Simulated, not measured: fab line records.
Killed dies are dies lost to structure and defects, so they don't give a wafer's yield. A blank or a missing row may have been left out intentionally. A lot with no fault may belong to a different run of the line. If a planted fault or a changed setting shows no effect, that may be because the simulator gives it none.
fab line records	flow sky130
record lots=13	wafers=39	last-day=50
route steps=708 shown LI_CONTACT@365 LOCAL_INTERCONNECT@387 PAD_OPEN@708
lots untouched by any fault: they come from a run of this same line in which no faults occurred
start-h: hours from the record's first day to the start of the lot's first wafer shown	wait-h: hours elapsed since this lot's preceding step	" the same as in the row above	L1.1+2: one row covering several wafers at once	- either no value or no given start	* or withheld: withheld	< > ~ a bound
route shown NAME@n: NAME is a module with steps in the file, n the number in the route of the first one	usual: mean/standard deviation taken from wafers without a fault	same: alike in all rows	chamber/n: place in a boat	sites: per-site readings	_std_site: the values' standard deviation	_edge_site: the outer-site mean with the inner-site mean subtracted	radius-mm: how far each site lies from the wafer's centre	mask NAME#n: copy n	behind: the most recent tool/chamber to have shaped the wafer	hold: cause of the lot's hold/its duration in hours/its outcome	device: transistor that didn't switch, given as n, p or np	end of line: tests run on the same wafers once the route is complete	a step given without rows: its recipe and nothing more	killed: dies lost to structure and defects at the first sort, not the wafer's yield	map: dies across one wafer; x = killed, . = not, _ = none there
set.NAME: the setting the step ran with; set.NAME@STEP: the setting that earlier step ran with	model.NAME: the simulator's own value behind a step, which no gauge read
route steps across a sampled set of lots; one table per step, one row per wafer
services: when a tool's chamber went out of use (start-h, in hours from the record's first day, below 0 if earlier), for how many hours, and the reason
## steps
# step SKY_LI_CONTACT_BOW_MEAS_03
# recipe mode=bow
# usual LI_CONTACT_BOW=55/6.6
lot.wafer	tool	chamber	start-h	wait-h	LI_CONTACT_BOW[um]
L968.1	film-metro-03	-	645.97	0.2	51
L968.3	"	-	"	"	55
L968.5	"	-	"	"	55
L969.1	film-metro-02	-	663.11	0.1	60
L969.3	"	-	"	"	50
L969.4	"	-	"	"	42
L970.2	film-metro-02	-	665.78	0.1	49
L970.3	"	-	"	"	62
L970.4	"	-	"	"	57
L973.3	film-metro-03	-	698.02	0.3	56
L973.4	"	-	"	"	50
L973.5	"	-	"	"	51
L981.2	film-metro-01	-	759.19	0.2	46
L981.3	"	-	"	"	47
L981.5	"	-	"	"	58
L984.2	film-metro-02	-	782.88	0.2	53
L984.4	"	-	"	"	53
L984.6	"	-	"	"	49
L982.2	film-metro-01	-	784.03	0.2	58
L982.5	"	-	"	"	60
L982.6	"	-	"	"	57
L983.1	film-metro-03	-	784.36	0.1	52
L983.4	"	-	"	"	50
L983.6	"	-	"	"	46
L985.1	film-metro-02	-	815.39	0.2	54
L985.5	"	-	"	"	49
L985.6	"	-	"	"	49
L987.1	film-metro-02	-	816.38	0.1	48
L987.2	"	-	"	"	40
L987.6	"	-	"	"	54
L989.3	film-metro-02	-	818.36	0.2	65
L989.4	"	-	"	"	56
L989.5	"	-	"	"	58
L988.2	film-metro-01	-	820.97	0.2	66
L988.3	"	-	"	"	59
L988.5	"	-	"	"	59
L991.4	film-metro-01	-	845.20	0.2	63
L991.5	"	-	"	"	47
L991.6	"	-	"	"	51
# step SKY_LI_CONTACT_ETCH_14
# recipe chemistry=N2/H2	target=BARC	ion-energy-ev=200	source-w=500	bias-w=100	pressure-mtorr=30	n2-flow-sccm=100	h2-flow-sccm=200	stop-on=SiO2	time-s=45.9	target-depth-a=600
# usual drypump-motor-current-A=5.7/0.33	h2-flow-sccm=199.9/0.61	oes-product-au=0.855/0.005	throttle-valve-pct=13.225/0.0091
lot.wafer	tool	chamber	start-h	wait-h	drypump-motor-current-A	h2-flow-sccm	oes-product-au	rf-hours-counter-h	throttle-valve-pct
L968.1	rie-diel-04	3	674.84	0.0	5.5	201.2	0.855	13	13.227
L968.3	"	2	"	"	5.5	200.2	0.856	1	13.220
L968.5	"	1	"	"	5.5	199.8	0.857	-	13.226
L969.1	rie-diel-04	3	690.89	0.0	5.4	199.8	0.863	14	13.226
L969.3	"	1	"	"	5.5	199.5	0.847	3	13.221
L969.4	"	2	"	"	5.5	200.0	0.854	1	13.225
L970.2	rie-diel-04	1	694.04	0.0	5.5	199.1	0.853	3	13.205
L970.3	"	2	"	"	5.5	200.3	0.851	1	13.209
L970.4	"	3	"	"	5.4	200.6	0.856	14	13.222
L973.3	rie-diel-04	0	725.69	0.0	6.2	200.2	0.862	15	13.232
L973.4	"	1	"	"	5.5	198.8	0.855	4	13.222
L973.5	"	3	"	"	5.4	200.5	0.857	-	13.219
L981.2	rie-diel-04	2	786.42	0.0	5.5	199.8	0.862	3	13.227
L981.3	"	0	"	"	6.2	200.5	0.860	16	13.221
L981.5	"	2	"	"	5.4	199.7	0.847	-	13.221
L984.2	rie-diel-02	0	809.54	0.0	6.0	200.0	0.862	23	13.222
L984.4	"	3	"	"	6.2	199.7	0.848	20	13.232
L984.6	"	0	"	"	6.0	200.4	0.852	-	13.222
L982.2	rie-diel-04	1	811.07	0.0	5.5	199.0	0.853	6	13.242
L982.5	"	1	"	"	5.5	199.4	0.850	-	13.212
L982.6	"	2	"	"	5.5	200.7	0.850	-	13.221
L983.1	rie-diel-02	3	811.42	0.0	6.2	199.7	0.851	20	13.215
L983.4	"	3	"	"	6.2	199.6	0.853	-	13.227
L983.6	"	2	"	"	5.7	201.3	0.842	-	13.228
L985.1	rie-diel-03	2	842.57	0.0	6.5	200.2	0.858	4	13.240
L985.5	"	0	"	"	5.7	201.0	0.855	-	13.219
L985.6	"	2	"	"	6.5	199.6	0.850	-	13.224
L987.1	rie-diel-03	1	843.27	0.0	5.8	200.8	0.859	9	13.243
L987.2	"	0	"	"	5.7	201.1	0.858	10	13.224
L987.6	"	1	"	"	5.8	200.7	0.861	-	13.225
L989.3	rie-diel-03	1	844.59	0.0	5.8	200.9	0.855	9	13.231
L989.4	"	0	"	"	5.7	200.1	0.860	-	13.233
L989.5	"	2	"	"	6.5	199.7	0.858	-	13.211
L988.2	rie-diel-02	0	847.14	0.0	6.0	199.1	0.852	24	13.226
L988.3	"	2	"	"	5.7	200.6	0.859	23	13.228
L988.5	"	3	"	"	6.1	200.3	0.849	-	13.230
L991.4	rie-diel-04	3	871.26	0.0	5.4	200.8	0.862	18	13.235
L991.5	"	2	"	"	5.5	199.8	0.852	-	13.219
L991.6	"	3	"	"	5.4	199.8	0.855	-	13.236
# step SKY_LI_CONTACT_SPUTTER_20
# recipe material=TiN	target-thk-nm=20	chamber-pressure-pa=5	power-w=4000	time-s=80
# usual chamber-pressure-pa=5.001/0.0097	throttle-valve-pct=29.8/0.98
lot.wafer	tool	chamber	start-h	wait-h	chamber-pressure-pa	throttle-valve-pct
L968.1	pvd-sputter-04	-	675.34	0.0	5.003	31.3
L968.3	"	-	"	"	5.017	30.7
L968.5	"	-	"	"	5.004	30.5
L969.1	pvd-sputter-01	-	691.56	0.0	5.001	28.4
L969.3	"	-	"	"	5.013	30.8
L969.4	"	-	"	"	5.007	28.6
L970.2	pvd-sputter-01	-	694.54	0.0	4.985	28.6
L970.3	"	-	"	"	4.991	30.9
L970.4	"	-	"	"	4.997	28.6
L973.3	pvd-sputter-04	-	726.20	0.0	5.002	30.9
L973.4	"	-	"	"	5.013	30.0
L973.5	"	-	"	"	5.013	30.6
L981.2	pvd-sputter-04	-	786.92	0.0	4.996	29.0
L981.3	"	-	"	"	5.020	29.9
L981.5	"	-	"	"	4.998	29.8
L984.2	pvd-sputter-03	-	810.04	0.0	5.006	29.6
L984.4	"	-	"	"	5.004	30.2
L984.6	"	-	"	"	5.017	30.2
L982.2	pvd-sputter-03	-	811.57	0.0	4.991	29.9
L982.5	"	-	"	"	4.989	29.9
L982.6	"	-	"	"	5.003	30.7
L983.1	pvd-sputter-01	-	811.92	0.0	4.998	28.6
L983.4	"	-	"	"	5.000	31.0
L983.6	"	-	"	"	5.013	28.2
L985.1	pvd-sputter-04	-	843.07	0.0	4.998	30.7
L985.5	"	-	"	"	4.999	30.9
L985.6	"	-	"	"	5.003	29.7
L987.1	pvd-sputter-04	-	843.77	0.0	4.992	30.9
L987.2	"	-	"	"	4.998	31.3
L987.6	"	-	"	"	4.994	30.1
L989.3	pvd-sputter-01	-	845.09	0.0	5.011	31.0
L989.4	"	-	"	"	5.005	28.8
L989.5	"	-	"	"	5.013	28.5
L988.2	pvd-sputter-04	-	847.65	0.0	4.988	30.0
L988.3	"	-	"	"	5.003	30.6
L988.5	"	-	"	"	5.009	30.9
L991.4	pvd-sputter-01	-	871.76	0.0	5.013	28.5
L991.5	"	-	"	"	4.996	28.7
L991.6	"	-	"	"	4.996	28.6
# step SKY_LOCAL_INTERCONNECT_SPUTTER_00
# recipe material=TiN	target-thk-nm=100	temp-c=300	power-w=6500	time-s=83.3	chamber-pressure-pa=0.4
# usual chamber-pressure-pa=0.4000/0.00086	throttle-valve-pct=29.6/1
lot.wafer	tool	chamber	start-h	wait-h	chamber-pressure-pa	throttle-valve-pct
L968.1	pvd-sputter-02	-	676.08	0.1	0.3995	30.6
L968.3	"	-	"	"	0.4006	28.2
L968.5	"	-	"	"	0.3994	30.7
L969.1	pvd-sputter-03	-	692.23	0.1	0.4005	30.1
L969.3	"	-	"	"	0.3990	30.0
L969.4	"	-	"	"	0.3989	30.8
L970.2	pvd-sputter-02	-	695.20	0.1	0.4008	28.5
L970.3	"	-	"	"	0.4013	28.5
L970.4	"	-	"	"	0.3991	30.3
L973.3	pvd-sputter-03	-	726.87	0.1	0.4212	29.6
L973.4	"	-	"	"	0.3997	29.7
L973.5	"	-	"	"	0.4000	30.9
L981.2	pvd-sputter-02	-	787.59	0.1	0.3991	30.6
L981.3	"	-	"	"	0.3997	28.1
L981.5	"	-	"	"	0.4006	28.0
L984.2	pvd-sputter-01	-	810.83	0.2	0.4003	28.5
L984.4	"	-	"	"	0.3994	31.2
L984.6	"	-	"	"	0.3995	28.9
L982.2	pvd-sputter-02	-	812.24	0.1	0.3997	30.4
L982.5	"	-	"	"	0.3994	27.9
L982.6	"	-	"	"	0.3998	30.0
L983.1	pvd-sputter-03	-	812.59	0.2	0.3994	30.0
L983.4	"	-	"	"	0.4003	30.8
L983.6	"	-	"	"	0.4008	31.2
L985.1	pvd-sputter-01	-	843.86	0.2	0.4005	30.8
L985.5	"	-	"	"	0.3997	28.7
L985.6	"	-	"	"	0.3999	28.6
L987.1	pvd-sputter-03	-	844.44	0.2	0.4010	30.8
L987.2	"	-	"	"	0.3983	30.0
L987.6	"	-	"	"	0.3999	30.8
L989.3	pvd-sputter-01	-	845.76	0.2	0.4000	28.7
L989.4	"	-	"	"	0.4015	28.4
L989.5	"	-	"	"	0.3990	29.0
L988.2	pvd-sputter-03	-	848.31	0.2	0.4001	30.2
L988.3	"	-	"	"	0.4024	31.0
L988.5	"	-	"	"	0.3994	30.4
L991.4	pvd-sputter-02	-	872.43	0.1	0.3997	30.1
L991.5	"	-	"	"	0.4001	30.8
L991.6	"	-	"	"	0.3989	28.3
# step SKY_PAD_OPEN_PROBE_99
# usual killed_at_M0_to_M3=43/6.9	killed_at_M4_up=3.1/1.9	killed-at-contacts=24/5.4	killed-at-front-end=14/4.3	killed-at-other=0.3/0.53	killed-dies=84/9.5	killed-open=46/6.8	killed-short=38/6
# same gross-dies=492	killed-at-back-side=0
lot.wafer	tool	chamber	start-h	wait-h	killed_at_M0_to_M3	killed_at_M4_up	killed-at-contacts	killed-at-front-end	killed-at-other	killed-dies	killed-open	killed-short
L973.3	prober-02	-	1111.45	0.2	44	4	22	11	0	81	44	37
L973.4	prober-02	-	1111.50	0.2	45	5	13	10	0	73	34	39
L973.5	prober-02	-	1111.55	0.2	51	2	17	13	0	83	44	39
L984.2	prober-02	-	1168.86	0.1	42	5	20	22	1	90	44	46
L984.4	prober-02	-	1168.96	0.2	39	5	18	19	0	81	41	40
L984.6	prober-02	-	1169.06	0.2	42	1	21	19	1	84	45	39
L985.1	prober-01	-	1192.94	0.1	35	2	23	11	0	71	44	27
L985.5	prober-01	-	1193.14	0.2	39	4	35	7	0	85	52	33
L985.6	prober-01	-	1193.19	0.2	54	1	27	14	0	96	58	38
L987.1	prober-01	-	1194.86	0.1	37	2	23	14	0	76	48	28
L987.2	prober-01	-	1194.91	0.1	43	3	30	14	0	90	52	37
L987.6	prober-01	-	1195.11	0.2	47	0	28	16	0	91	49	42
L989.3	prober-02	-	1195.84	0.2	36	2	17	13	0	68	39	29
L989.4	prober-02	-	1195.89	0.2	28	1	27	10	0	66	41	25
L989.5	prober-02	-	1195.94	0.2	34	6	22	13	0	75	43	32
# killed by level:class
L973.3 CONTACT:geometric-particle:open=11 VIA1:geometric-particle:open=10 VIA2:geometric-particle:open=7 VIA1:geometric-particle:short=5 METAL2:geometric-particle:short=5 FIELD_ISO:geometric-particle:short=4 VIA3:geometric-particle:open=4 LOCAL_INTERCONNECT:geometric-particle:short=4
L973.4 VIA1:geometric-particle:open=10 VIA3:geometric-particle:open=8 METAL2:geometric-particle:short=6 METAL4:geometric-particle:short=5 LI_CONTACT:geometric-particle:open=5 VIA2:geometric-particle:short=5 CONTACT:geometric-particle:open=4 METAL1:geometric-particle:short=4
L973.5 VIA1:geometric-particle:open=12 VIA2:geometric-particle:open=9 CONTACT:geometric-particle:open=8 METAL1:geometric-particle:short=6 VIA1:geometric-particle:short=6 VIA3:geometric-particle:open=6 FIELD_ISO:geometric-particle:short=5 LI_CONTACT:geometric-particle:open=4
L984.2 VIA1:geometric-particle:open=11 LI_CONTACT:geometric-particle:open=8 VIA1:geometric-particle:short=7 FIELD_ISO:geometric-particle:short=6 POLY_GATE:geometric-particle:short=5 VIA3:geometric-particle:open=5 FIELD_ISO:geometric-particle:open=4 VIA2:geometric-particle:short=4
L984.4 VIA1:geometric-particle:open=12 VIA2:geometric-particle:short=7 POLY_GATE:geometric-particle:open=5 LI_CONTACT:geometric-particle:short=5 VIA3:geometric-particle:open=5 LOCAL_INTERCONNECT:geometric-particle:short=4 CONTACT:geometric-particle:open=4 VIA2:geometric-particle:open=4
L984.6 VIA1:geometric-particle:open=17 LI_CONTACT:geometric-particle:open=9 FIELD_ISO:geometric-particle:short=7 METAL2:geometric-particle:short=5 POLY_GATE:geometric-particle:open=4 POLY_GATE:geometric-particle:short=4 CONTACT:geometric-particle:short=4 CONTACT:geometric-particle:open=4
L985.1 VIA1:geometric-particle:open=12 CONTACT:geometric-particle:short=7 CONTACT:geometric-particle:open=7 LI_CONTACT:geometric-particle:open=6 FIELD_ISO:geometric-particle:open=5 VIA1:geometric-particle:short=5 VIA2:geometric-particle:open=5 METAL1:geometric-particle:short=4
L985.5 CONTACT:geometric-particle:open=17 VIA1:geometric-particle:open=10 LI_CONTACT:geometric-particle:open=7 VIA1:geometric-particle:short=7 VIA3:geometric-particle:open=7 METAL2:geometric-particle:short=6 CONTACT:geometric-particle:short=4 LOCAL_INTERCONNECT:geometric-particle:open=3
L985.6 VIA1:geometric-particle:open=12 LI_CONTACT:geometric-particle:open=10 CONTACT:geometric-particle:open=9 VIA2:geometric-particle:open=9 VIA3:geometric-particle:open=7 METAL1:geometric-particle:short=6 FIELD_ISO:geometric-particle:open=5 METAL2:geometric-particle:short=5
L987.1 CONTACT:geometric-particle:open=13 VIA1:geometric-particle:open=8 VIA2:geometric-particle:open=6 LI_CONTACT:geometric-particle:open=5 METAL1:geometric-particle:short=5 VIA1:geometric-particle:short=5 CONTACT:geometric-particle:short=4 VIA3:geometric-particle:open=4
L987.2 CONTACT:geometric-particle:open=17 LI_CONTACT:geometric-particle:open=7 VIA1:geometric-particle:short=7 VIA1:geometric-particle:open=6 VIA2:geometric-particle:open=5 VIA3:geometric-particle:open=5 METAL3:geometric-particle:short=4 METAL2:geometric-particle:short=4
L987.6 VIA2:geometric-particle:open=9 LI_CONTACT:geometric-particle:open=9 VIA1:geometric-particle:open=8 CONTACT:geometric-particle:short=7 CONTACT:geometric-particle:open=6 VIA2:geometric-particle:short=5 VIA1:geometric-particle:short=5 FIELD_ISO:geometric-particle:short=4
L989.3 VIA1:geometric-particle:open=13 LI_CONTACT:geometric-particle:open=6 FIELD_ISO:geometric-particle:short=5 CONTACT:geometric-particle:short=5 CONTACT:geometric-particle:open=5 VIA2:geometric-particle:open=5 VIA2:geometric-particle:short=4 VIA1:geometric-particle:short=4
L989.4 CONTACT:geometric-particle:open=10 VIA1:geometric-particle:open=6 LI_CONTACT:geometric-particle:open=6 METAL2:geometric-particle:short=6 CONTACT:geometric-particle:short=4 FIELD_ISO:geometric-particle:short=3 FIELD_ISO:geometric-particle:open=3 LOCAL_INTERCONNECT:geometric-particle:short=3
L989.5 VIA1:geometric-particle:open=8 CONTACT:geometric-particle:open=8 LI_CONTACT:geometric-particle:open=6 METAL1:geometric-particle:short=5 METAL2:geometric-particle:short=5 VIA3:geometric-particle:open=4 METAL4:geometric-particle:short=4 FIELD_ISO:geometric-particle:open=3
## services
tool	chamber	start-h	hours	kind
rie-diel-02	-	678.25	14.6	pm
pvd-sputter-04	-	693.80	19.7	repair
rie-diel-02	2	696.46	4.6	repair
rie-diel-02	1	700.66	4.5	repair
rie-diel-02	-	702.75	14.8	repair
pvd-sputter-01	-	705.43	4.2	repair
rie-diel-03	2	745.08	2.1	repair
rie-diel-03	0	761.49	1.3	repair
rie-diel-03	3	785.29	132.0	repair
rie-diel-03	2	799.00	4.1	repair
rie-diel-02	1	810.51	3.6	repair
rie-diel-04	3	821.35	2.6	repair
pvd-sputter-04	-	827.77	0.7	repair
pvd-sputter-02	-	850.71	7.7	repair
pvd-sputter-04	-	851.90	3.4	repair
rie-diel-04	1	852.33	9.6	repair
rie-diel-04	-	858.91	2.8	pm
rie-diel-02	0	869.63	6.4	repair
## key
first-sign step=SKY_LOCAL_INTERCONNECT_SPUTTER_00	reading=chamber-pressure-pa	direction=up	sigmas=25	usual=0.4000	struck=0.4212
effect none on later readings
met-at SKY_LOCAL_INTERCONNECT_SPUTTER_00
struck-lots L973
struck-wafers L973.3
tester-left-out L973
not-acting-at SKY_LI_CONTACT_BOW_MEAS_03,SKY_LI_CONTACT_ETCH_14,SKY_LI_CONTACT_SPUTTER_20
fault kind=process-parameter-drift	tool=pvd-sputter-03	chamber=-	onset-h=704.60	steps=SKY_LOCAL_INTERCONNECT_SPUTTER_00	channel=chamber-pressure-pa	offset=0.020228	shape=step	end-h=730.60	acts-in=these-recipes-only	stated=0.4	scope=struck-wafers-only
# tester-left-out: of these lots the tester's yield and bins aren't shown, on N5 and GAA mostly nor the transistor test; their killed dies are dies lost to structure and defects alone, not to doping, threshold or leakage, so they don't give the yield
